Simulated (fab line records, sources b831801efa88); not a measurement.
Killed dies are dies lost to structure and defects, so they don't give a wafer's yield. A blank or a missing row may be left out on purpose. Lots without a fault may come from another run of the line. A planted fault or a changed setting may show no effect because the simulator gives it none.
One fault seen from 2 desks | flow gf180mcu | each desk has only its own numbers; what lay behind them comes last

THE METROLOGY DESK
What the gauges read, lot by lot, whatever tool the lot ran on: means of the sampled wafers that have a number. A lot is out of limits, marked OUT, if its mean lies more than 4 standard deviations from the usual mean; the brackets give that distance.
Columns: A = HV_LDD_3_TW at GF_HV_LDD_TW_MEAS_38, usual 1448; B = HV_LDD_RS at GF_HV_LDD_RS_MEAS_53, usual 417.3 ohm/sq; C = HV_LDD_CVD_54_THK at GF_HV_LDD_THK_MEAS_55, usual 9.86 nm
lot  | first seen here | A               | B                | C
L833 | day 11 17:08    | 1457            | 417.3            | 10.20
L835 | day 12 11:36    | 1442            | 417.6            | 9.95
L837 | day 12 22:10    | 1442            | 417.2            | 9.77
L839 | day 13 18:31    | 1446            | 416.5            | 9.91
L843 | day 15 00:02    | 1445            | 416.2            | 9.73
L846 | day 15 23:29    | 1501 (+6.0) OUT | 409.4 (-8.8) OUT | 9.87
L848 | day 16 12:11    | 1511 (+7.0) OUT | 408.8 (-9.4) OUT | 10.01
L851 | day 17 09:28    | 1435            | 415.7            | 10.10
L852 | day 17 21:50    | 1436            | 417.3            | 9.82
L855 | day 18 22:32    | 1451            | 418.4            | 9.58
L856 | day 19 03:03    | 1449            | 416.9            | 9.96
This desk's finding: out of limits on L846, L848; first on L846, day 15 23:29 (HV_LDD_3_TW at GF_HV_LDD_TW_MEAS_38). In limits: L833, L835, L837, L839, L843, L851, L852, L855, L856.

THE TOOL OWNER'S DESK: implanter-03
The tool's own readings at GF_HV_LDD_IMPLANT_34: means of the sampled wafers that have a number, for each lot that ran on this tool. A lot is out of limits, marked OUT, if its mean lies more than 4 standard deviations from the usual mean; the brackets give that distance.
Columns: A = dose_ions_cm2 at GF_HV_LDD_IMPLANT_34, usual 7.5e+12; B = faraday_current_uA at GF_HV_LDD_IMPLANT_34, usual 42.2; C = rotation_deg at GF_HV_LDD_IMPLANT_34, usual 90.001 degrees
lot  | first seen here | A                         | B              | C
L833 | day 11 16:35    | 7.5e+12                   | 41.8           | 90.029
L837 | day 12 21:37    | 7.5e+12                   | 42.7           | 89.988
L843 | day 14 23:29    | 7.5e+12                   | 42.5           | 90.030
L846 | day 15 22:56    | 1.1e+13 (+99 or more) OUT | 61.2 (+21) OUT | 90.006
L848 | day 16 11:38    | 1.1e+13 (+99 or more) OUT | 62.7 (+23) OUT | 90.001
This desk's finding: out of limits on L846, L848; first on L846, day 15 22:56 (dose_ions_cm2 at GF_HV_LDD_IMPLANT_34). In limits: L833, L837, L843.

PUT TOGETHER
The tool owner's desk could have raised an alarm at day 15 22:56, on L846, L848.
The metrology desk could have raised an alarm at day 15 23:29, on L846, L848.
Of the lots named, all ran GF_HV_LDD_IMPLANT_34 on implanter-03.

WHAT THE SIMULATOR HAD PUT IN
Process parameter drift: implanter-03, from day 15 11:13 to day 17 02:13, at GF_HV_LDD_IMPLANT_34. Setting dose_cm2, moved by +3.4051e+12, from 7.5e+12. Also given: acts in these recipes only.
Lots struck among those shown: L846, L848.
Hours from the fault's start to each desk's first reading out of limits: the tool owner's desk, 12; the metrology desk, 12.
